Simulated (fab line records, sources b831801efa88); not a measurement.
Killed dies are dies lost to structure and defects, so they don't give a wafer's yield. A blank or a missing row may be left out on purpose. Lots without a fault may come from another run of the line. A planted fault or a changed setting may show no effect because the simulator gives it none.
Which tool did it? | flow sky130 | 12 lots, 33 wafers sampled, at 2 steps of a route of 708

WHAT THE GAUGES READ, wafer by wafer
SKY_VIA2_BOW_MEAS_03. Usual: VIA2_BOW 85 um, standard deviation 7.2.
lot  | measured     | on            | VIA2_BOW (um) | flag
L508 | day 35 05:35 | film_metro-04 | 70 93 81      |
L509 | day 35 12:49 | film_metro-01 | 92 83 96      |
L511 | day 36 04:46 | film_metro-04 | 103 83 89     |
L518 | day 38 12:44 | film_metro-03 | 84 92         |
L520 | day 39 05:35 | film_metro-01 | 79 79         |
L521 | day 39 14:12 | film_metro-04 | 84 87 82      |
L522 | day 39 21:15 | film_metro-04 | 81 87         |
L526 | day 40 21:19 | film_metro-01 | 91 80 85      |
L527 | day 41 04:42 | film_metro-01 | 91 74 80      |
L531 | day 42 06:54 | film_metro-04 | 76 75 97      |
L529 | day 42 09:46 | film_metro-01 | 93 72 82      |
L530 | day 42 10:04 | film_metro-04 | 86 84 74      |

WHICH TOOL RAN EACH LOT (tool, then ch and the chambers of the sampled wafers, then the start)
lot  | SKY_VIA2_CMP_02
L508 | cmp-02 ch 0,1,3, day 35 05:20
L509 | cmp-02 ch 0,1,3, day 35 12:32
L511 | cmp-02 ch 0,2, day 36 04:26
L518 | cmp-01 ch 0,3, day 38 12:24
L520 | cmp-01 ch 1,2, day 39 05:17
L521 | cmp-01 ch 0,1,3, day 39 13:53
L522 | cmp-01 ch 0,2, day 39 20:56
L526 | cmp-02 ch 0,3, day 40 21:04
L527 | cmp-02 ch 2,3, day 41 04:24
L531 | cmp-01 ch 0,1, day 42 06:39
L529 | cmp-01 ch 1,2,3, day 42 09:31
L530 | cmp-01 ch 1,2,3, day 42 09:46
- SKY_VIA2_CMP_02: polishes SiO2.

WHAT THE TOOLS THEMSELVES READ (means of the sampled wafers that have a number; where no wafer has one, the mark that the record gives instead)
SKY_VIA2_CMP_02. Usual: motor_current_A 12.1 A, standard deviation 0.82.
lot  | tool   | motor_current_A (A) | flag
L508 | cmp-02 | 12.6                |
L509 | cmp-02 | 12.8                |
L511 | cmp-02 | 12.4                |
L518 | cmp-01 | 12.3                |
L520 | cmp-01 | 12.2                |
L521 | cmp-01 | 12.0                |
L522 | cmp-01 | 12.4                |
L526 | cmp-02 | 11.4                |
L527 | cmp-02 | 11.1                |
L531 | cmp-01 | 12.0                |
L529 | cmp-01 | 12.3                |
L530 | cmp-01 | 12.3                |

THE ANSWER, worked out from the rows above alone
Rule: a lot is off if the mean of its wafers that have a number lies more than 3 standard deviations from the usual mean. A lot without any number at a reading at which 4 lots or more have one is off too. The other lots that the step has rows for count as sound. The gauges are gone through in route order, then the tools' own readings, and for those a lot's mean is taken as printed above. The first step at which some lot is off is used, and at that step the reading that is off furthest; a lot without a number counts as furthest.
No lot is off at any reading shown: from this, nothing can be told.

WHAT THE SIMULATOR HAD PUT IN
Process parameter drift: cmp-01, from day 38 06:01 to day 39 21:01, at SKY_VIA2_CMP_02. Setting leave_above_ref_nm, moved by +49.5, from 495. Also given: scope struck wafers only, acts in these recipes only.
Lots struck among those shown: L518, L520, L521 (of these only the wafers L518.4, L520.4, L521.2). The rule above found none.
